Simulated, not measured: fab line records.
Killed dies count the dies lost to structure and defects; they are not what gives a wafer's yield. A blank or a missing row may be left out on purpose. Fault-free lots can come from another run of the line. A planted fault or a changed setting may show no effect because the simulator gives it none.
Matching of chambers / flow gf180mcu / GF_SAB_ETCH_11 on rie diel-01: 4 sister chambers
The step etches SiO2 in C4F8/O2/Ar, target depth 55 nm, time 8.5 s. 14 wafers are shown with their chamber, then 7 later ones without.

## WAFERS, EACH WITH ITS CHAMBER
wafer=L606.1; chamber=0; oes product au (a.u.)=1.007; bias w (W)=1202
wafer=L606.5; chamber=0; oes product au (a.u.)=1.004; bias w (W)=1205
wafer=L606.6; chamber=3; oes product au (a.u.)=0.979; bias w (W)=1198
wafer=L607.1; chamber=3; oes product au (a.u.)=0.997; bias w (W)=1195
wafer=L607.3; chamber=2; oes product au (a.u.)=0.993; bias w (W)=1204
wafer=L607.4; chamber=1; oes product au (a.u.)=0.996; bias w (W)=1201
wafer=L612.1; chamber=2; oes product au (a.u.)=0.986; bias w (W)=1198
wafer=L612.2; chamber=0; oes product au (a.u.)=1.006; bias w (W)=1196
wafer=L612.4; chamber=1; oes product au (a.u.)=0.984; bias w (W)=1200
wafer=L615.1; chamber=2; oes product au (a.u.)=0.991; bias w (W)=1198
wafer=L615.3; chamber=3; oes product au (a.u.)=0.999; bias w (W)=1199
wafer=L615.6; chamber=2; oes product au (a.u.)=0.986; bias w (W)=1200
wafer=L616.1; chamber=0; oes product au (a.u.)=1.003; bias w (W)=1198
wafer=L616.3; chamber=1; oes product au (a.u.)=0.994; bias w (W)=1204

SIGNATURES, as means of the wafers listed above
reading=oes product au; chamber 0=1.00500; chamber 1=0.99133; chamber 2=0.98900; chamber 3=0.99167; scatter within a chamber=0.00611
reading=bias w; chamber 0=1200.25; chamber 1=1201.67; chamber 2=1200.00; chamber 3=1197.33; scatter within a chamber=3
Rule: distance of a wafer from a chamber = root of the sum over the readings of ((wafer's reading minus chamber's mean) / reading's scatter) squared. The wafer belongs to the nearest chamber; if the next one is less than 2 further off, it can't be placed. The scatter is the square root of a quotient: the sum, over the shown wafers, of each reading's squared deviation from its chamber's mean, divided by wafers minus chambers.

## WAFERS MISSING THEIR CHAMBER
wafer=L616.5; oes product au (a.u.)=0.994; bias w (W)=1198
wafer=L617.1; oes product au (a.u.)=0.975; bias w (W)=1203
wafer=L617.2; oes product au (a.u.)=0.984; bias w (W)=1196
wafer=L617.6; oes product au (a.u.)=0.987; bias w (W)=1202
wafer=L620.1; oes product au (a.u.)=0.982; bias w (W)=1194
wafer=L620.2; oes product au (a.u.)=1.010; bias w (W)=1193
wafer=L620.5; oes product au (a.u.)=0.985; bias w (W)=1206

## EACH ONE'S CHAMBER
wafer=L616.5; from the rows above=can't be placed: 3 or 2 or 1 or 0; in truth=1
wafer=L617.1; from the rows above=can't be placed: 2 or 1 or 3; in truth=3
wafer=L617.2; from the rows above=can't be placed: 3 or 2 or 1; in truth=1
wafer=L617.6; from the rows above=can't be placed: 1 or 2 or 3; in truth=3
wafer=L620.1; from the rows above=can't be placed: 3 or 2 or 1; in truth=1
wafer=L620.2; from the rows above=can't be placed: 0 or 3 or 2 or 1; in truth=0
wafer=L620.5; from the rows above=can't be placed: 1 or 2 or 3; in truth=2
0 of 7 placed correctly. From these rows, 7 cannot be placed; in 7 the true chamber is one of the candidates. Placed wrongly: 0.
